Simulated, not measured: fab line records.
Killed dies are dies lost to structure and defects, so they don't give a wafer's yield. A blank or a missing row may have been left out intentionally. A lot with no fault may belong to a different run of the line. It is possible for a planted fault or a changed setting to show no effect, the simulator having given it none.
A lot that was struck, set against a sound lot + flow gf180mcu + 16 steps out of a route of 602
Sound: these wafers, L331.2, L331.3, L331.5. Struck: wafer L341.5 (left out: L341.3, L341.6 of the same lot, which were not struck); the cause appears at the end.
For every step that has rows: the tool of each side, followed by ch and its chambers, followed by its first start. Under that, the readings that differ: sound wafers + struck wafers + difference of the means + sigmas: that difference in standard deviations of wafers without a fault.
alike: same words and numbers on both sides, and readings whose means sit less than 2 such deviations apart. not compared: any withheld reading, any reading some wafer has no value for, any bound like >300 that may hide the same value, and any number with overlapping values for which the record gives no deviation.
A row with sigmas, a row that says differs or no value, or rows on one side alone: a step with any of these is where the two part. Non-overlapping numbers with no deviation appear without sigmas and do not part them. A reading missing from all wafers of one side parts the sides only when that side holds two or more wafers.

GF_STI_THK_MEAS_02:
  sound on film_metro-01 at day 2 22:38; struck on film_metro-01 at day 5 00:32
  alike: STI_OXIDATION_THK
then, 1 step without rows for these wafers: GF_STI_CVD_03 (deposits Si3N4 from DCS/NH3, target thk 207.16 nm, time 3551 s).
GF_STI_THK_MEAS_04:
  sound on film_metro-04 at day 3 01:17; struck on film_metro-02 at day 5 02:35
| reading             | sound             | struck | difference | sigmas |
|---------------------|-------------------|--------|------------|--------|
| STI_CVD_03_THK (nm) | 205.0 203.1 205.8 | 210.5  | +5.9       | +3     |
then, 7 steps without rows for these wafers: GF_STI_DEHYDRATE_05 (time 60 s); GF_STI_HMDS_06 (prime time 60 s); GF_STI_COAT_07 (resist thk 700 nm); GF_STI_SOFTBAKE_08 (time 60 s); GF_STI_EXPOSE_09 (exposes mask COMP, target cd 220 nm); GF_STI_PEB_10 (peb time 90 s); GF_STI_DEVELOP_11 (develop time 60 s).
GF_STI_CD_MEAS_12 targets a cd of 220 nm.
  sound on cd_sem-01 at day 3 14:19; struck on cd_sem-01 at day 5 16:10
  alike: cd_nm
GF_STI_ETCH_13: etches the open film in CHF3/O2, stops on Si, target depth 282.31 nm, time 112.9 s.
  sound on rie_diel-01 ch 1,2,3, day 3 14:25; struck on rie_diel-03 ch 2, day 5 16:15
  alike: drypump_motor_current_A, oes_product_au, run_length_s, throttle_valve_pct
  not compared: rf_hours_counter_h
GF_STI_ETCH_14: etches Si in HBr/Cl2/O2, target depth 360 nm, time 102.9 s.
  sound on rie_si-02 ch 1,2, day 3 14:29; struck on rie_si-02 ch 2, day 5 16:20
| reading                              | sound             | struck | difference | sigmas      |
|--------------------------------------|-------------------|--------|------------|-------------|
| run_length_s (s)                     | 131.4 131.3 130.8 | 80.9   | -50.3      | -99 or more |
| model.etch.depth_nm (nm)             | 356.7 361 361.7   | 181.7  | -178.1     |             |
| model.STI.feature_depth_nm (nm)      | 356.7 361 361.7   | 181.7  | -178.1     |             |
| model.KrF_of_STI_COAT_07.thk_nm (nm) | 317.5 317.3 315.5 | 375.2  | +58.4      |             |
  alike: HBr_flow_sccm, drypump_motor_current_A, oes_product_au, throttle_valve_pct
  not compared: rf_hours_counter_h
GF_STI_STRIP_15: strips in O2/N2.
  sound on plasma_asher-03 ch 0,1, day 3 14:34; struck on plasma_asher-02 ch 1, day 5 16:26
| reading                      | sound             | struck | difference | sigmas |
|------------------------------|-------------------|--------|------------|--------|
| heater_power_w (W)           | 329 342 333       | 297    | -38        | -2     |
| oes_product_au (a.u.)        | 0.382 0.387 0.385 | 0.405  | +0.020     | +4     |
| strip_time_to_endpoint_s (s) | 3.71 3.71 3.67    | 4.33   | +0.63      | +16    |
  alike: drypump_motor_current_A
  not compared: rf_hours_counter_h
then, 1 step without rows for these wafers: GF_STI_CLEAN_16 (cleans in dHF, time 25 s).
-- the record jumps here: 28 days lie between the struck wafers' starts before and after (it left off in module STI and takes up again in module PASSIVATION, whose first step shown is number 602 of the route) --
GF_PASSIVATION_PROBE_99:
  sound on prober-01 at day 31 05:14; struck on prober-01 at day 33 19:14
| reading                                 | sound                         | struck | difference | sigmas |
|-----------------------------------------|-------------------------------|--------|------------|--------|
| model.etest.ldpmos_10p0.r_on_ohm_um     | 1.109e+04 1.113e+04 1.114e+04 | 9994   | -1126      |        |
| model.etest.pwell_in_dnwell.line_ohm_um | 4106 4081 4182                | 2789   | -1334      |        |
| model.etest.ldnmos_10p0.r_on_ohm_um     | 3749 3747 3760                | 3073   | -679       |        |
| model.etest.pwell_in_dnwell.rs_ohm_sq   | 2463 2441 2485                | 1718   | -745       |        |
| model.etest.p_drift.rs_ohm_sq           | 2469 2454 2511                | 1843   | -635       |        |
| model.etest.n_drift.rs_ohm_sq           | 1197 1183 1206                | 855.4  | -339.9     |        |
| model.etest.nwell.line_ohm_um           | 1144 1155 1160                | 876.8  | -276.2     |        |
| model.etest.nwell.rs_ohm_sq             | 999.4 997.1 1016              | 750.6  | -253.6     |        |

## WHERE THEY PART
Last at GF_STI_STRIP_15 as far as this record goes, first at GF_STI_THK_MEAS_04.

WHY: the cause the simulator had injected
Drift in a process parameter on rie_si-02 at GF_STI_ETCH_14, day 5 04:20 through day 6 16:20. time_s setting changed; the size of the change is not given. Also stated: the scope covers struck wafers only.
